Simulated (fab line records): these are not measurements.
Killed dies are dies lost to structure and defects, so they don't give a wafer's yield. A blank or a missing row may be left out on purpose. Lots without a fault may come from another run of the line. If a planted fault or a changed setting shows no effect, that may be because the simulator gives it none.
fab line records	flow sky130
[record] lots = 13	wafers = 39	lastDay = 50
route steps=708 shown DNWELL@44 PWDE@55 VT_ADJUST_NCORE@122 VT_ADJUST_HVTR@142 PAD_OPEN@708
lots with no fault: from the same line, run without faults
startH: hours from the record's opening day to when the first of the lot's shown wafers began	waitH: time in hours since the lot's previous step	" the same as in the row above	L1.1+2: several wafers, shown together as one row	- no value, or no start given	* or withheld: withheld	< > ~ a bound
route shown NAME@n: a module of which the file shows steps, and the number in the route of the first	usual: mean/standard deviation taken from wafers without a fault	same: alike in all rows	chamber/n: place in a boat	sites: readings site by site	_std_site: the standard deviation of these	_edge_site: mean of outer sites minus mean of inner sites	radiusMm: for every site, how far away it sits from the centre of the wafer	mask NAME#n: copy n	behind: tool/chamber where the wafer was last shaped	hold: why the lot was held/for how many hours/how that ended	device: names the non-switching transistor (n, p or np)	end of line: tests run on the same wafers once the route is complete	a step without rows: its recipe alone	killed: not the wafer's yield, but the dies lost to structure and defects at the first sort	map: dies across one wafer; x = killed, . = not, _ = none there
set.NAME: the setting that was run; set.NAME@STEP: the one run at that earlier step	model.NAME: the simulator's own value behind a step, which no gauge read
the route's steps for a sample of lots (tables are steps, rows are wafers)
[[steps]]
[step SKY_DNWELL_TW_MEAS_09]
[usual] DNWELL_TW = 1112/12
lot.wafer	tool	chamber	startH	waitH	DNWELL_TW
L324.2	filmMetro-03	-	59.61	0.1	1109
L324.3	"	-	"	"	1104
L324.6	"	-	"	"	1103
L325.3	filmMetro-03	-	68.60	0.1	1102
L325.5	"	-	"	"	1095
L325.6	"	-	"	"	1106
L326.1	filmMetro-04	-	68.76	0.1	1126
L326.2	"	-	"	"	1123
L326.4	"	-	"	"	1126
L327.2	filmMetro-03	-	68.94	0.1	1098
L327.5	"	-	"	"	1095
L327.6	"	-	"	"	1099
L328.4	filmMetro-03	-	84.58	0.1	1111
L328.5	"	-	"	"	1103
L328.6	"	-	"	"	1104
L331.2	filmMetro-04	-	91.87	0.1	1142
L331.3	"	-	"	"	1134
L331.4	"	-	"	"	1138
L332.1	filmMetro-03	-	96.60	0.1	1097
L332.4	"	-	"	"	1106
L332.5	"	-	"	"	1101
L334.2	filmMetro-02	-	112.49	0.1	1105
L334.3	"	-	"	"	1115
L334.5	"	-	"	"	1107
L336.2	filmMetro-03	-	121.99	0.1	1097
L336.5	"	-	"	"	1091
L336.6	"	-	"	"	1087
L340.1	filmMetro-02	-	140.60	0.1	1109
L340.2	"	-	"	"	1107
L340.3	"	-	"	"	1104
L343.4	filmMetro-04	-	158.03	0.1	1133
L343.5	"	-	"	"	1134
L343.6	"	-	"	"	1131
L344.3	filmMetro-02	-	162.52	0.1	1114
L344.4	"	-	"	"	1113
L344.6	"	-	"	"	1114
L347.2	filmMetro-04	-	176.14	0.1	1114
L347.3	"	-	"	"	1116
L347.4	"	-	"	"	1114
[step SKY_PWDE_TW_MEAS_10]
[usual] PWDE_TW = 373/3.5
lot.wafer	tool	chamber	startH	waitH	PWDE_TW
L324.2	filmMetro-04	-	74.81	0.1	375
L324.3	"	-	"	"	377
L324.6	"	-	"	"	379
L325.3	filmMetro-04	-	85.22	0.1	381
L325.5	"	-	"	"	379
L325.6	"	-	"	"	378
L326.1	filmMetro-03	-	85.37	0.1	371
L326.2	"	-	"	"	370
L326.4	"	-	"	"	370
L327.2	filmMetro-02	-	85.56	0.1	372
L327.5	"	-	"	"	371
L327.6	"	-	"	"	373
L328.4	filmMetro-04	-	102.70	0.1	379
L328.5	"	-	"	"	378
L328.6	"	-	"	"	378
L331.2	filmMetro-03	-	109.53	0.1	370
L331.3	"	-	"	"	369
L331.4	"	-	"	"	370
L332.1	filmMetro-03	-	114.30	0.1	367
L332.4	"	-	"	"	370
L332.5	"	-	"	"	371
L334.2	filmMetro-02	-	131.96	0.1	371
L334.3	"	-	"	"	370
L334.5	"	-	"	"	370
L336.2	filmMetro-02	-	141.88	0.1	373
L336.5	"	-	"	"	371
L336.6	"	-	"	"	371
L340.1	filmMetro-04	-	160.45	0.1	375
L340.2	"	-	"	"	378
L340.3	"	-	"	"	376
L343.4	filmMetro-02	-	177.85	0.1	374
L343.5	"	-	"	"	374
L343.6	"	-	"	"	374
L344.3	filmMetro-04	-	183.29	0.1	375
L344.4	"	-	"	"	375
L344.6	"	-	"	"	375
L347.2	filmMetro-03	-	197.73	0.1	370
L347.3	"	-	"	"	372
L347.4	"	-	"	"	372
[step SKY_VT_ADJUST_NCORE_SOFTBAKE_03]
[recipe] tempC = 90	timeS = 60	resist = NOVOLAK
[usual] heaterPowerTotalW = 56.60/0.048	runLengthS = 89.10/0.11
lot.wafer	tool	chamber	startH	waitH	heaterPowerTotalW	runLengthS
L324.2	lithoTrack-01	0	179.14	0.1	56.57	89.07
L324.3	"	0	"	"	56.64	88.97
L324.6	"	0	"	"	56.56	88.94
L325.3	lithoTrack-01	0	192.11	0.1	56.49	88.93
L325.5	"	0	"	"	56.65	89.10
L325.6	"	0	"	"	56.64	89.06
L326.1	lithoTrack-03	0	193.43	0.1	56.59	89.07
L326.2	"	0	"	"	56.50	89.04
L326.4	"	0	"	"	56.62	89.12
L327.2	lithoTrack-01	0	193.84	0.1	56.61	89.21
L327.5	"	0	"	"	56.65	89.00
L327.6	"	0	"	"	56.68	89.03
L328.4	lithoTrack-04	0	212.15	0.1	56.64	88.95
L328.5	"	0	"	"	56.65	89.28
L328.6	"	0	"	"	56.59	88.96
L331.2	lithoTrack-01	0	220.99	0.1	56.58	89.07
L331.3	"	0	"	"	56.65	89.00
L331.4	"	0	"	"	56.60	89.05
L332.1	lithoTrack-03	0	229.53	0.1	56.59	89.01
L332.4	"	0	"	"	56.65	89.14
L332.5	"	0	"	"	56.57	89.06
L334.2	lithoTrack-03	0	246.65	0.1	56.63	89.13
L334.3	"	0	"	"	56.58	89.08
L334.5	"	0	"	"	56.55	89.04
L336.2	lithoTrack-04	0	259.25	0.1	56.57	89.12
L336.5	"	0	"	"	56.59	89.00
L336.6	"	0	"	"	56.65	89.15
L340.1	lithoTrack-03	0	283.48	0.1	56.53	89.10
L340.2	"	0	"	"	56.57	89.27
L340.3	"	0	"	"	62.23	74.75
L343.4	lithoTrack-04	0	305.10	0.1	56.64	89.32
L343.5	"	0	"	"	56.65	89.05
L343.6	"	0	"	"	56.53	89.02
L344.3	lithoTrack-04	0	311.48	0.1	56.60	89.08
L344.4	"	0	"	"	56.57	89.28
L344.6	"	0	"	"	56.66	88.98
L347.2	lithoTrack-01	0	329.14	0.1	56.58	89.07
L347.3	"	0	"	"	56.69	89.18
L347.4	"	0	"	"	56.60	89.10
[step SKY_VT_ADJUST_HVTR_TW_MEAS_11]
[usual] VT_ADJUST_HVTR_TW = 210.2/1.5
lot.wafer	tool	chamber	startH	waitH	VT_ADJUST_HVTR_TW
L324.2	filmMetro-03	-	210.80	0.1	210.6
L324.3	"	-	"	"	210.4
L324.6	"	-	"	"	210.4
L325.3	filmMetro-03	-	224.60	0.1	207.2
L325.5	"	-	"	"	208.1
L325.6	"	-	"	"	208.8
L326.1	filmMetro-02	-	226.79	0.1	209.3
L326.2	"	-	"	"	208.9
L326.4	"	-	"	"	209.1
L327.2	filmMetro-03	-	226.96	0.1	208.4
L327.5	"	-	"	"	208.5
L327.6	"	-	"	"	207.5
L328.4	filmMetro-04	-	246.32	0.1	212.7
L328.5	"	-	"	"	212.1
L328.6	"	-	"	"	212.6
L331.2	filmMetro-02	-	255.82	0.1	210.4
L331.3	"	-	"	"	210.6
L331.4	"	-	"	"	208.9
L332.1	filmMetro-02	-	264.14	0.1	211.2
L332.4	"	-	"	"	210.3
L332.5	"	-	"	"	210.7
L334.2	filmMetro-03	-	283.65	0.1	208.5
L334.3	"	-	"	"	208.2
L334.5	"	-	"	"	207.6
L336.2	filmMetro-03	-	296.70	0.1	208.9
L336.5	"	-	"	"	209.0
L336.6	"	-	"	"	208.1
L340.1	filmMetro-03	-	322.10	0.1	208.6
L340.2	"	-	"	"	208.7
L340.3	"	-	"	"	207.6
L343.4	filmMetro-04	-	344.52	0.1	212.2
L343.5	"	-	"	"	210.6
L343.6	"	-	"	"	212.8
L344.3	filmMetro-03	-	351.07	0.1	209.5
L344.4	"	-	"	"	209.4
L344.6	"	-	"	"	208.2
L347.2	filmMetro-03	-	368.48	0.1	209.3
L347.3	"	-	"	"	210.4
L347.4	"	-	"	"	209.3
[step SKY_PAD_OPEN_PROBE_99]
[usual] killed_at_M0_to_M3 = 43/6.8	killed_at_M4_up = 3.0/1.6	killedAtContacts = 25/6	killedAtFrontEnd = 15/4.4	killedAtOther = 0.3/0.52	killedDies = 86/9.6	killedOpen = 47/6.7	killedShort = 39/6.8
[same] grossDies = 492	killedAtBackSide = 0
lot.wafer	tool	chamber	startH	waitH	killed_at_M0_to_M3	killed_at_M4_up	killedAtContacts	killedAtFrontEnd	killedAtOther	killedDies	killedOpen	killedShort
L324.2	prober-02	-	1088.33	0.1	38	0	20	14	0	72	46	26
L324.3	prober-02	-	1088.38	0.2	51	2	32	18	0	103	50	53
L324.6	prober-02	-	1088.53	0.2	36	4	32	13	0	85	45	40
L328.4	prober-02	-	1109.15	0.2	53	2	30	23	0	108	47	61
L328.5	prober-02	-	1109.20	0.2	37	1	32	18	1	89	42	47
L328.6	prober-02	-	1109.25	0.2	51	2	20	27	0	100	53	47
L331.2	prober-01	-	1127.79	0.1	39	2	17	9	0	67	42	25
L331.3	prober-01	-	1127.84	0.2	43	4	26	14	0	87	55	32
L331.4	prober-01	-	1127.89	0.2	29	2	31	18	0	80	39	40
L340.1	prober-02	-	1170.53	0.1	45	1	29	9	0	84	47	37
L340.2	prober-02	-	1170.58	0.1	33	5	23	12	0	73	35	38
L340.3	prober-02	-	1170.63	0.2	43	5	30	7	0	85	46	39
L344.3	prober-02	-	1186.48	0.2	43	4	14	8	0	69	45	24
L344.4	prober-02	-	1186.53	0.2	32	5	22	20	1	80	43	37
L344.6	prober-02	-	1186.63	0.2	31	4	16	25	0	76	41	35
L347.2	prober-01	-	1199.60	0.1	43	0	33	10	2	88	45	43
L347.3	prober-01	-	1199.65	0.2	36	1	23	18	0	78	53	23
L347.4	prober-01	-	1199.70	0.2	42	6	33	20	1	102	51	51
// killed by level:class
L324.2 VIA1:geometricParticle:open=9 VIA3:geometricParticle:open=7 CONTACT:geometricParticle:open=6 FIELD_ISO:geometricParticle:open=5 POLY_GATE:geometricParticle:open=5 LI_CONTACT:geometricParticle:open=5 VIA2:geometricParticle:short=5 METAL1:geometricParticle:short=4
L324.3 LI_CONTACT:geometricParticle:open=10 CONTACT:geometricParticle:open=10 CONTACT:geometricParticle:short=9 METAL1:geometricParticle:short=9 METAL2:geometricParticle:short=9 VIA3:geometricParticle:open=9 FIELD_ISO:geometricParticle:short=8 VIA1:geometricParticle:open=6
L324.6 CONTACT:geometricParticle:open=8 VIA1:geometricParticle:open=8 LI_CONTACT:geometricParticle:open=7 LOCAL_INTERCONNECT:geometricParticle:short=6 CONTACT:geometricParticle:short=6 FIELD_ISO:geometricParticle:short=4 LI_CONTACT:geometricParticle:short=4 METAL1:geometricParticle:short=4
L328.4 VIA1:geometricParticle:open=13 LOCAL_INTERCONNECT:geometricParticle:short=9 METAL1:geometricParticle:short=8 CONTACT:geometricParticle:open=7 VIA3:geometricParticle:open=7 CONTACT:geometricParticle:short=6 FIELD_ISO:geometricParticle:short=6 POLY_GATE:geometricParticle:short=5
L328.5 CONTACT:geometricParticle:open=11 VIA3:geometricParticle:open=9 POLY_GATE:geometricParticle:short=8 METAL2:geometricParticle:short=8 CONTACT:geometricParticle:short=7 LI_CONTACT:geometricParticle:open=6 VIA1:geometricParticle:open=5 POLY_CUT:geometricParticle:short=4
L328.6 VIA1:geometricParticle:open=14 VIA2:geometricParticle:open=9 POLY_GATE:geometricParticle:open=8 METAL1:geometricParticle:short=8 CONTACT:geometricParticle:open=7 POLY_GATE:geometricParticle:short=6 LOCAL_INTERCONNECT:geometricParticle:short=6 VIA3:geometricParticle:open=5
L331.2 VIA1:geometricParticle:open=9 VIA3:geometricParticle:open=8 LI_CONTACT:geometricParticle:open=7 VIA2:geometricParticle:open=7 CONTACT:geometricParticle:short=5 METAL1:geometricParticle:short=5 CONTACT:geometricParticle:open=4 METAL2:geometricParticle:short=3
L331.3 VIA2:geometricParticle:open=12 CONTACT:geometricParticle:open=10 VIA1:geometricParticle:open=10 METAL2:geometricParticle:short=9 LI_CONTACT:geometricParticle:open=7 FIELD_ISO:geometricParticle:open=6 LI_CONTACT:geometricParticle:short=4 METAL1:geometricParticle:short=4
L331.4 CONTACT:geometricParticle:open=12 POLY_GATE:geometricParticle:short=6 LI_CONTACT:geometricParticle:open=6 METAL1:geometricParticle:short=6 LOCAL_INTERCONNECT:geometricParticle:short=5 CONTACT:geometricParticle:short=5 VIA3:geometricParticle:open=5 POLY_GATE:geometricParticle:open=4
L340.1 VIA3:geometricParticle:open=11 CONTACT:geometricParticle:open=8 VIA2:geometricParticle:open=8 LI_CONTACT:geometricParticle:open=7 VIA1:geometricParticle:open=7 METAL2:geometricParticle:short=6 LOCAL_INTERCONNECT:geometricParticle:short=5 CONTACT:geometricParticle:short=5
L340.2 CONTACT:geometricParticle:open=8 VIA1:geometricParticle:open=8 CONTACT:geometricParticle:short=6 METAL2:geometricParticle:short=6 VIA2:geometricParticle:open=6 METAL4:geometricParticle:short=5 FIELD_ISO:geometricParticle:short=4 FIELD_ISO:geometricParticle:open=4
L340.3 LI_CONTACT:geometricParticle:open=12 VIA1:geometricParticle:open=10 CONTACT:geometricParticle:open=7 METAL1:geometricParticle:short=7 VIA2:geometricParticle:open=6 CONTACT:geometricParticle:short=5 VIA3:geometricParticle:open=4 METAL4:geometricParticle:short=4
L344.3 VIA1:geometricParticle:open=12 VIA2:geometricParticle:open=10 CONTACT:geometricParticle:open=5 VIA3:geometricParticle:open=5 FIELD_ISO:geometricParticle:open=4 VIA1:geometricParticle:short=4 CONTACT:geometricParticle:short=4 METAL1:geometricParticle:short=4
L344.4 CONTACT:geometricParticle:open=10 VIA1:geometricParticle:short=8 VIA2:geometricParticle:open=7 FIELD_ISO:geometricParticle:short=6 FIELD_ISO:geometricParticle:open=6 VIA1:geometricParticle:open=6 LI_CONTACT:geometricParticle:open=5 POLY_GATE:geometricParticle:short=4
L344.6 FIELD_ISO:geometricParticle:open=8 METAL2:geometricParticle:short=7 CONTACT:geometricParticle:open=6 VIA1:geometricParticle:open=6 FIELD_ISO:geometricParticle:short=5 POLY_GATE:geometricParticle:open=4 POLY_GATE:geometricParticle:short=4 VIA2:geometricParticle:open=4
L347.2 CONTACT:geometricParticle:open=12 VIA2:geometricParticle:open=8 METAL1:geometricParticle:short=7 LI_CONTACT:geometricParticle:open=7 VIA1:geometricParticle:open=6 VIA3:geometricParticle:open=6 CONTACT:geometricParticle:short=5 METAL2:geometricParticle:short=5
L347.3 VIA1:geometricParticle:open=13 CONTACT:geometricParticle:open=11 VIA2:geometricParticle:open=9 CONTACT:geometricParticle:short=6 FIELD_ISO:geometricParticle:open=5 POLY_GATE:geometricParticle:open=5 VIA3:geometricParticle:open=5 VIA1:geometricParticle:short=4
L347.4 CONTACT:geometricParticle:open=12 POLY_GATE:geometricParticle:open=9 LOCAL_INTERCONNECT:geometricParticle:short=9 VIA1:geometricParticle:open=9 METAL2:geometricParticle:short=7 LI_CONTACT:geometricParticle:open=6 VIA3:geometricParticle:open=5 METAL1:geometricParticle:short=4
[[key]]
[firstSign] step = SKY_VT_ADJUST_NCORE_SOFTBAKE_03	reading = runLengthS	direction = down	sigmas = 99+	usual = *	struck = *
[effect] step = SKY_VT_ADJUST_NCORE_SOFTBAKE_03	reading = heaterPowerTotalW	direction = up	sigmas = 99+	usual = *	struck = *
metAt SKY_VT_ADJUST_NCORE_SOFTBAKE_03
struckLots L340
struckWafers L340.3
testerLeftOut L340
notActingAt SKY_DNWELL_TW_MEAS_09,SKY_PWDE_TW_MEAS_10,SKY_VT_ADJUST_HVTR_TW_MEAS_11
onsetBetween 246.65 283.48
[fault] kind = processParameterDrift	tool = lithoTrack-03	chamber = -	onsetH = 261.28	steps = SKY_VT_ADJUST_NCORE_SOFTBAKE_03	channel = timeS	offset = *	shape = step	endH = 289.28	scope = struckWafersOnly	actsIn = *	stated = *
// testerLeftOut: of these lots the tester's yield and bins aren't shown, on N5 and GAA mostly nor the transistor test; their killed dies are dies lost to structure and defects alone, not to doping, threshold or leakage, so they don't give the yield
